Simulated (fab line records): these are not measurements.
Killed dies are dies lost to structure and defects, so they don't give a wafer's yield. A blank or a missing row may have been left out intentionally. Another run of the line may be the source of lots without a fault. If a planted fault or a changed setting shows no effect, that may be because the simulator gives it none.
fab line records + flow gf180mcu
record:
- lots: 14
- wafers: 42
- last_day: 34
route steps=602 shown M4@457 V4@491 V5@544 TOP_METAL@568
lots that met no fault: from a run of the same line without faults
start_h: hours from the record's opening day to when the first of the lot's shown wafers began + wait_h: time in hours since the lot's previous step + " as in the row above + L1.1+2: several wafers, shown together as one row + - no value, or no start was given + * or withheld: withheld + < > ~ a bound
route shown NAME@n: a module of which the file shows steps, and the number in the route of the first + usual: mean/standard deviation taken from wafers without a fault + same: alike in all rows + chamber/n: place in a boat + sites: the reading at each site + _std_site: standard deviation across them + _edge_site: mean of outer sites minus mean of inner sites + radius_mm: for every site, how far away it sits from the centre of the wafer + mask NAME#n: copy n + behind: the most recent tool/chamber to have shaped the wafer + hold: why the lot was held/for how many hours/how that ended + device: the n, p or np transistor that did not switch + end of line: at the end of the route, the tests of the same wafers + for a step that has no rows: nothing shown but its recipe + killed: count of dies lost to structure and defects at first sort (not the wafer's yield) + map: a wafer's dies, x killed, . not, _ none there
set.NAME: the setting as run; set.NAME@STEP: as run at that earlier step + model.NAME: the simulator's own value behind a step, which no gauge read
route steps across a sampled set of lots; one table per step, one row per wafer
services: when a tool's chamber went out of use (start_h, in hours from the record's first day, below 0 if earlier), for how many hours, and the reason
== steps ==
step: GF_M4_SPUTTER_01
recipe:
- material: TiN
- target_thk_nm: 30
- power_w: 6500
- time_s: 25
- chamber_pressure_pa: 0.4
usual:
- throttle_valve_pct: 29.8/1
| lot.wafer | tool           | chamber | start_h | wait_h | throttle_valve_pct |
|-----------|----------------|---------|---------|--------|--------------------|
| L959.1    | pvd_sputter-04 | -       | 517.98  | 0.1    | 29.4               |
| L959.4    | "              | -       | "       | "      | 30.7               |
| L959.6    | "              | -       | "       | "      | 29.7               |
| L961.3    | pvd_sputter-01 | -       | 540.43  | 0.1    | 27.7               |
| L961.5    | "              | -       | "       | "      | 28.9               |
| L961.6    | "              | -       | "       | "      | 27.6               |
| L964.2    | pvd_sputter-04 | -       | 563.88  | 0.1    | 29.5               |
| L964.4    | "              | -       | "       | "      | 30.1               |
| L964.5    | "              | -       | "       | "      | 29.4               |
| L965.3    | pvd_sputter-03 | -       | 584.33  | 0.1    | 31.5               |
| L965.4    | "              | -       | "       | "      | 28.4               |
| L965.5    | "              | -       | "       | "      | 29.4               |
| L966.3    | pvd_sputter-04 | -       | 584.48  | 0.1    | 30.6               |
| L966.4    | "              | -       | "       | "      | 30.8               |
| L966.6    | "              | -       | "       | "      | 30.5               |
| L967.1    | pvd_sputter-01 | -       | 592.09  | 0.1    | 30.5               |
| L967.4    | "              | -       | "       | "      | 27.3               |
| L967.6    | "              | -       | "       | "      | 28.7               |
| L968.1    | pvd_sputter-03 | -       | 599.68  | 0.1    | 29.5               |
| L968.4    | "              | -       | "       | "      | 28.0               |
| L968.6    | "              | -       | "       | "      | 29.8               |
| L969.2    | pvd_sputter-03 | -       | 608.80  | 0.1    | 29.5               |
| L969.5    | "              | -       | "       | "      | 29.5               |
| L969.6    | "              | -       | "       | "      | 31.3               |
| L970.2    | pvd_sputter-01 | -       | 615.14  | 0.1    | 28.7               |
| L970.4    | "              | -       | "       | "      | 30.5               |
| L970.6    | "              | -       | "       | "      | 28.9               |
| L972.1    | pvd_sputter-03 | -       | 627.19  | 0.1    | 29.8               |
| L972.3    | "              | -       | "       | "      | 29.9               |
| L972.6    | "              | -       | "       | "      | 29.6               |
| L974.1    | pvd_sputter-03 | -       | 640.80  | 0.1    | 29.7               |
| L974.3    | "              | -       | "       | "      | 31.6               |
| L974.6    | "              | -       | "       | "      | 29.5               |
| L979.4    | pvd_sputter-04 | -       | 684.82  | 0.1    | 29.7               |
| L979.5    | "              | -       | "       | "      | 30.9               |
| L979.6    | "              | -       | "       | "      | 29.5               |
| L980.1    | pvd_sputter-03 | -       | 686.62  | 0.1    | 30.0               |
| L980.5    | "              | -       | "       | "      | 29.8               |
| L980.6    | "              | -       | "       | "      | 29.5               |
| L981.1    | pvd_sputter-04 | -       | 691.80  | 0.1    | 31.1               |
| L981.3    | "              | -       | "       | "      | 30.8               |
| L981.4    | "              | -       | "       | "      | 29.7               |
step: GF_V4_OVL_MEAS_15
usual:
- V4_OVL: 2/4.7
| lot.wafer | tool       | chamber | start_h | wait_h | V4_OVL[nm] |
|-----------|------------|---------|---------|--------|------------|
| L959.1    | overlay-01 | -       | 564.58  | 0.1    | 7          |
| L959.4    | "          | -       | "       | "      | -4         |
| L959.6    | "          | -       | "       | "      | 0          |
| L961.3    | overlay-02 | -       | 586.02  | 0.1    | -3         |
| L961.5    | "          | -       | "       | "      | -9         |
| L961.6    | "          | -       | "       | "      | 0          |
| L964.2    | overlay-01 | -       | 608.43  | 0.1    | 0          |
| L964.4    | "          | -       | "       | "      | 9          |
| L964.5    | "          | -       | "       | "      | 4          |
| L965.3    | overlay-02 | -       | 627.07  | 0.1    | 2          |
| L965.4    | "          | -       | "       | "      | 5          |
| L965.5    | "          | -       | "       | "      | 6          |
| L966.3    | overlay-01 | -       | 628.02  | 0.1    | 3          |
| L966.4    | "          | -       | "       | "      | -1         |
| L966.6    | "          | -       | "       | "      | 5          |
| L967.1    | overlay-02 | -       | 635.16  | 0.1    | 2          |
| L967.4    | "          | -       | "       | "      | 2          |
| L967.6    | "          | -       | "       | "      | 3          |
| L968.1    | overlay-02 | -       | 642.11  | 0.1    | 3          |
| L968.4    | "          | -       | "       | "      | 0          |
| L968.6    | "          | -       | "       | "      | 5          |
| L969.2    | overlay-02 | -       | 651.03  | 0.1    | 5          |
| L969.5    | "          | -       | "       | "      | 4          |
| L969.6    | "          | -       | "       | "      | -5         |
| L970.2    | overlay-01 | -       | 656.26  | 0.1    | 4          |
| L970.4    | "          | -       | "       | "      | 8          |
| L970.6    | "          | -       | "       | "      | 9          |
| L972.1    | overlay-01 | -       | 668.48  | 0.1    | 1          |
| L972.3    | "          | -       | "       | "      | 4          |
| L972.6    | "          | -       | "       | "      | -2         |
| L974.1    | overlay-02 | -       | 679.83  | 0.1    | -4         |
| L974.3    | "          | -       | "       | "      | -12        |
| L974.6    | "          | -       | "       | "      | 1          |
| L979.4    | overlay-02 | -       | 722.07  | 0.1    | -4         |
| L979.5    | "          | -       | "       | "      | -2         |
| L979.6    | "          | -       | "       | "      | 0          |
| L980.1    | overlay-01 | -       | 725.12  | 0.1    | 1          |
| L980.5    | "          | -       | "       | "      | -1         |
| L980.6    | "          | -       | "       | "      | 5          |
| L981.1    | overlay-01 | -       | 728.90  | 0.1    | -1         |
| L981.3    | "          | -       | "       | "      | -5         |
| L981.4    | "          | -       | "       | "      | 4          |
step: GF_V5_CMP_04
recipe:
- material: SiO2
- down_force_psi: 4
- platen_rpm: 60
- pad_velocity_m_s: 0.94248
usual:
- edge_zone_pressure_frac: 1.001/0.0054
- head_pressure_psi: 4.000/0.009
- motor_current_A: 12.3/0.87
- platen_rpm: 59.99/0.04
| lot.wafer | tool   | chamber | start_h | wait_h | edge_zone_pressure_frac | head_pressure_psi | motor_current_A | platen_rpm |
|-----------|--------|---------|---------|--------|-------------------------|-------------------|-----------------|------------|
| L959.4    | cmp-01 | 0       | 609.69  | 0.1    | 1.002                   | 4.004             | 11.7            | 59.94      |
| L959.1    | "      | 1       | "       | "      | 1.001                   | 3.995             | 11.0            | 60.06      |
| L959.6    | "      | 0       | "       | "      | 0.996                   | 3.986             | 12.1            | 59.98      |
| L961.3    | cmp-02 | 0       | 630.90  | 0.2    | 0.994                   | 4.002             | 12.3            | 60.05      |
| L961.6    | "      | 1       | "       | "      | 1.003                   | 4.007             | 13.3            | 60.02      |
| L961.5    | "      | 2       | "       | "      | 0.993                   | 4.022             | 12.4            | 59.95      |
| L964.4    | cmp-01 | 2       | 652.74  | 0.1    | 0.999                   | 3.986             | 13.1            | 60.05      |
| L964.2    | "      | 3       | "       | "      | 1.009                   | 3.998             | 12.2            | 59.94      |
| L964.5    | "      | 1       | "       | "      | 1.004                   | 3.989             | 11.3            | 60.03      |
| L965.3    | cmp-01 | 3       | 669.49  | 0.1    | 1.006                   | 4.002             | 12.1            | 59.94      |
| L965.4    | "      | 0       | "       | "      | 0.999                   | 4.003             | 12.0            | 59.99      |
| L965.5    | "      | 3       | "       | "      | 1.013                   | 4.003             | 12.5            | 59.95      |
| L966.3    | cmp-01 | 1       | 670.87  | 0.0    | 1.004                   | 4.011             | 11.0            | 59.98      |
| L966.4    | "      | 2       | "       | "      | 1.000                   | 4.005             | 12.7            | 59.99      |
| L966.6    | "      | 2       | "       | "      | 0.999                   | 4.010             | 12.7            | 60.05      |
| L967.1    | cmp-01 | 3       | 677.86  | 0.1    | 1.001                   | 3.996             | 12.8            | 60.00      |
| L967.4    | "      | 2       | "       | "      | 0.997                   | 4.002             | 13.1            | 59.99      |
| L967.6    | "      | 3       | "       | "      | 0.998                   | 3.989             | 12.6            | 59.99      |
| L968.4    | cmp-01 | 1       | 685.07  | 1.8    | 0.998                   | 4.005             | 10.8            | 59.96      |
| L968.1    | "      | 2       | "       | "      | 0.998                   | 4.014             | 12.5            | 60.00      |
| L968.6    | "      | 0       | "       | "      | 1.005                   | 3.983             | 12.2            | 59.98      |
| L969.2    | cmp-02 | 0       | 691.98  | 0.1    | 1.001                   | 3.985             | 12.0            | 60.04      |
| L969.6    | "      | 3       | "       | "      | 0.988                   | 4.009             | 13.0            | 60.02      |
| L969.5    | "      | 0       | "       | "      | 1.004                   | 3.989             | 13.2            | 59.99      |
| L970.2    | cmp-02 | 0       | 696.60  | 0.0    | 1.001                   | 3.999             | 12.3            | 60.02      |
| L970.4    | "      | 2       | "       | "      | 0.989                   | 4.003             | 11.9            | 59.99      |
| L970.6    | "      | 0       | "       | "      | 0.997                   | 3.999             | 12.1            | 59.98      |
| L972.3    | cmp-02 | 2       | 709.05  | 0.0    | 0.999                   | 3.984             | 12.2            | 59.98      |
| L972.1    | "      | 0       | "       | "      | 0.998                   | 4.009             | 11.9            | 60.00      |
| L972.6    | "      | 2       | "       | "      | 0.987                   | 3.990             | 12.4            | 59.98      |
| L974.1    | cmp-01 | 0       | 719.60  | 0.1    | 1.004                   | 4.009             | 11.8            | 60.01      |
| L974.3    | "      | 1       | "       | "      | 1.006                   | 4.014             | 10.9            | 59.92      |
| L974.6    | "      | 1       | "       | "      | 1.002                   | 4.004             | 11.0            | 60.02      |
| L979.4    | cmp-01 | 2       | 759.02  | 0.0    | 1.003                   | 3.989             | 13.7            | 59.96      |
| L979.6    | "      | 2       | "       | "      | 0.992                   | 4.017             | 13.9            | 60.00      |
| L979.5    | "      | 3       | "       | "      | 1.001                   | 4.007             | 12.6            | 60.02      |
| L980.1    | cmp-02 | 2       | 762.26  | 0.2    | -                       | -                 | -               | -          |
| L980.6    | "      | 3       | "       | "      | -                       | -                 | -               | -          |
| L980.5    | "      | 0       | "       | "      | -                       | -                 | -               | -          |
| L981.1    | cmp-01 | 1       | 765.87  | 0.1    | -                       | -                 | -               | -          |
| L981.3    | "      | 2       | "       | "      | -                       | -                 | -               | -          |
| L981.4    | "      | 0       | "       | "      | -                       | -                 | -               | -          |
step: GF_V5_ETCH_17
recipe:
- chemistry: C4F8/O2/Ar
- mask_material: KrF
- target: SiO2
- stop_on: TiN
- source_w: 1500
- bias_w: 1200
- pressure_mtorr: 40
- c4f8_flow_sccm: withheld
- O2_flow_sccm: 6
- Ar_flow_sccm: 300
- time_s: withheld
- target_depth_a: 8550
usual:
- oes_product_au: 0.859/0.0051
| lot.wafer | tool        | chamber | start_h | wait_h | oes_product_au |
|-----------|-------------|---------|---------|--------|----------------|
| L959.1    | rie_diel-04 | 2       | -       | -      | 0.866          |
| L959.4    | "           | 0       | "       | "      | 0.864          |
| L959.6    | "           | 2       | "       | "      | 0.860          |
| L961.3    | rie_diel-04 | 3       | -       | -      | 0.862          |
| L961.5    | "           | 2       | "       | "      | 0.858          |
| L961.6    | "           | 3       | "       | "      | 0.862          |
| L964.2    | rie_diel-04 | 3       | -       | -      | 0.850          |
| L964.4    | "           | 1       | "       | "      | 0.853          |
| L964.5    | "           | 0       | "       | "      | 0.863          |
| L965.3    | rie_diel-04 | 3       | -       | -      | 0.858          |
| L965.4    | "           | 0       | "       | "      | 0.847          |
| L965.5    | "           | 2       | "       | "      | 0.850          |
| L966.3    | rie_diel-01 | 3       | -       | -      | 0.858          |
| L966.4    | "           | 2       | "       | "      | 0.859          |
| L966.6    | "           | 0       | "       | "      | 0.855          |
| L967.1    | rie_diel-02 | 2       | -       | -      | 0.868          |
| L967.4    | "           | 3       | "       | "      | 0.859          |
| L967.6    | "           | 3       | "       | "      | 0.853          |
| L968.1    | rie_diel-01 | 0       | -       | -      | 0.861          |
| L968.4    | "           | 1       | "       | "      | 0.867          |
| L968.6    | "           | 0       | "       | "      | 0.866          |
| L969.2    | rie_diel-04 | 2       | -       | -      | 0.856          |
| L969.5    | "           | 2       | "       | "      | 0.863          |
| L969.6    | "           | 1       | "       | "      | 0.858          |
| L970.2    | rie_diel-04 | 0       | -       | -      | 0.870          |
| L970.4    | "           | 0       | "       | "      | 0.867          |
| L970.6    | "           | 1       | "       | "      | 0.864          |
| L972.1    | rie_diel-02 | 0       | -       | -      | 0.851          |
| L972.3    | "           | 1       | "       | "      | 0.853          |
| L972.6    | "           | 0       | "       | "      | 0.861          |
| L974.1    | rie_diel-01 | 0       | -       | -      | 0.849          |
| L974.3    | "           | 3       | "       | "      | 0.855          |
| L974.6    | "           | 2       | "       | "      | 0.860          |
| L979.4    | rie_diel-02 | 0       | -       | -      | 0.858          |
| L979.5    | "           | 3       | "       | "      | 0.863          |
| L979.6    | "           | 2       | "       | "      | 0.854          |
| L980.1    | rie_diel-02 | 3       | -       | -      | 1.624          |
| L980.5    | "           | 3       | "       | "      | 1.639          |
| L980.6    | "           | 0       | "       | "      | 1.635          |
| L981.1    | rie_diel-01 | 1       | -       | -      | 1.642          |
| L981.3    | "           | 0       | "       | "      | 1.651          |
| L981.4    | "           | 2       | "       | "      | 1.628          |
step: GF_TOP_METAL_SPUTTER_01
recipe:
- material: TiN
- target_thk_nm: 30
- power_w: 6500
- time_s: 25
- chamber_pressure_pa: 0.4
usual:
- throttle_valve_pct: 29.6/1.1
| lot.wafer | tool           | chamber | start_h | wait_h | throttle_valve_pct |
|-----------|----------------|---------|---------|--------|--------------------|
| L959.1    | pvd_sputter-01 | -       | 631.86  | 0.1    | 28.7               |
| L959.4    | "              | -       | "       | "      | 30.5               |
| L959.6    | "              | -       | "       | "      | 28.8               |
| L961.3    | pvd_sputter-03 | -       | 652.54  | 0.1    | 29.7               |
| L961.5    | "              | -       | "       | "      | 30.1               |
| L961.6    | "              | -       | "       | "      | 29.4               |
| L964.2    | pvd_sputter-01 | -       | 674.33  | 0.1    | 30.6               |
| L964.4    | "              | -       | "       | "      | 27.5               |
| L964.5    | "              | -       | "       | "      | 28.5               |
| L965.3    | pvd_sputter-01 | -       | 690.43  | 0.1    | 28.9               |
| L965.4    | "              | -       | "       | "      | 28.9               |
| L965.5    | "              | -       | "       | "      | 28.6               |
| L966.3    | pvd_sputter-01 | -       | 691.39  | 0.1    | 30.4               |
| L966.4    | "              | -       | "       | "      | 28.6               |
| L966.6    | "              | -       | "       | "      | 27.6               |
| L967.1    | pvd_sputter-01 | -       | 699.35  | 0.1    | 29.0               |
| L967.4    | "              | -       | "       | "      | 28.6               |
| L967.6    | "              | -       | "       | "      | 30.2               |
| L968.1    | pvd_sputter-03 | -       | 704.99  | 0.1    | 31.2               |
| L968.4    | "              | -       | "       | "      | 28.3               |
| L968.6    | "              | -       | "       | "      | 28.4               |
| L969.2    | pvd_sputter-04 | -       | 712.19  | 0.1    | 30.0               |
| L969.5    | "              | -       | "       | "      | 29.9               |
| L969.6    | "              | -       | "       | "      | 30.7               |
| L970.2    | pvd_sputter-04 | -       | 716.98  | 0.1    | 30.7               |
| L970.4    | "              | -       | "       | "      | 30.8               |
| L970.6    | "              | -       | "       | "      | 30.7               |
| L972.1    | pvd_sputter-04 | -       | 728.75  | 0.1    | 30.9               |
| L972.3    | "              | -       | "       | "      | 29.6               |
| L972.6    | "              | -       | "       | "      | 30.0               |
| L974.1    | pvd_sputter-01 | -       | 738.75  | 0.1    | 30.4               |
| L974.3    | "              | -       | "       | "      | 28.6               |
| L974.6    | "              | -       | "       | "      | 28.5               |
| L979.4    | pvd_sputter-01 | -       | 776.95  | 0.1    | 29.0               |
| L979.5    | "              | -       | "       | "      | 28.7               |
| L979.6    | "              | -       | "       | "      | 30.5               |
== services ==
| tool           | chamber | start_h | hours | kind   |
|----------------|---------|---------|-------|--------|
| cmp-02         | -       | 522.22  | 7.6   | pm     |
| pvd_sputter-01 | -       | 528.28  | 6.5   | repair |
| cmp-02         | -       | 535.41  | 19.0  | repair |
| pvd_sputter-04 | -       | 544.21  | 2.5   | repair |
| pvd_sputter-03 | -       | 546.44  | 6.0   | repair |
| cmp-02         | -       | 550.18  | 1.1   | repair |
| rie_diel-04    | 3       | 567.71  | 4.1   | repair |
| cmp-01         | -       | 572.00  | 4.0   | pm     |
| rie_diel-04    | 3       | 577.34  | 3.4   | repair |
| cmp-02         | -       | 581.44  | 0.4   | repair |
| cmp-01         | -       | 584.83  | 5.0   | pm     |
| cmp-01         | -       | 591.09  | 1.4   | repair |
| cmp-01         | -       | 591.72  | 1.3   | repair |
| pvd_sputter-01 | -       | 638.24  | 4.0   | repair |
| pvd_sputter-01 | -       | 654.93  | 2.8   | repair |
| cmp-02         | -       | 667.54  | 19.2  | pm     |
| cmp-01         | -       | 681.93  | 2.2   | repair |
| pvd_sputter-04 | -       | 704.40  | 7.2   | repair |
| rie_diel-04    | 3       | 708.01  | 14.0  | repair |
| pvd_sputter-01 | -       | 712.39  | 2.3   | repair |
| pvd_sputter-01 | -       | 740.19  | 5.5   | repair |
| rie_diel-04    | -       | 754.17  | 1.0   | repair |
| pvd_sputter-01 | -       | 754.30  | 1.3   | repair |
| cmp-01         | -       | 780.59  | 2.1   | repair |
== key ==
first_sign:
- step: GF_V5_CMP_04
- reading: tool_record
- direction: missing
effect:
- step: GF_V5_ETCH_17
- reading: oes_product_au
- direction: up
- sigmas: 99+
- usual: 0.859
- struck: 1.637
met_at GF_V5_CMP_04
struck_lots L980,L981
later_rows_left_out L980.1,L980.5,L980.6,L981.1,L981.3,L981.4
sort_left_out L980.1,L980.5,L980.6,L981.1,L981.3,L981.4
not_acting_at GF_M4_SPUTTER_01,GF_V4_OVL_MEAS_15,GF_TOP_METAL_SPUTTER_01
onset_between 759.02 762.26
fault:
- kind: skipped_step_whole
- tool: cmp-01,cmp-02
- chamber: -
- onset_h: 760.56
- steps: GF_V5_CMP_04
- scope: struck_lots_only
sort_left_out: the simulated sort isn't trusted on such a fault, so these wafers' sort isn't shown, and their yield isn't known
later_rows_left_out: the simulator's readings of these wafers behind a module that went badly wrong aren't trusted and aren't shown, but for the sort
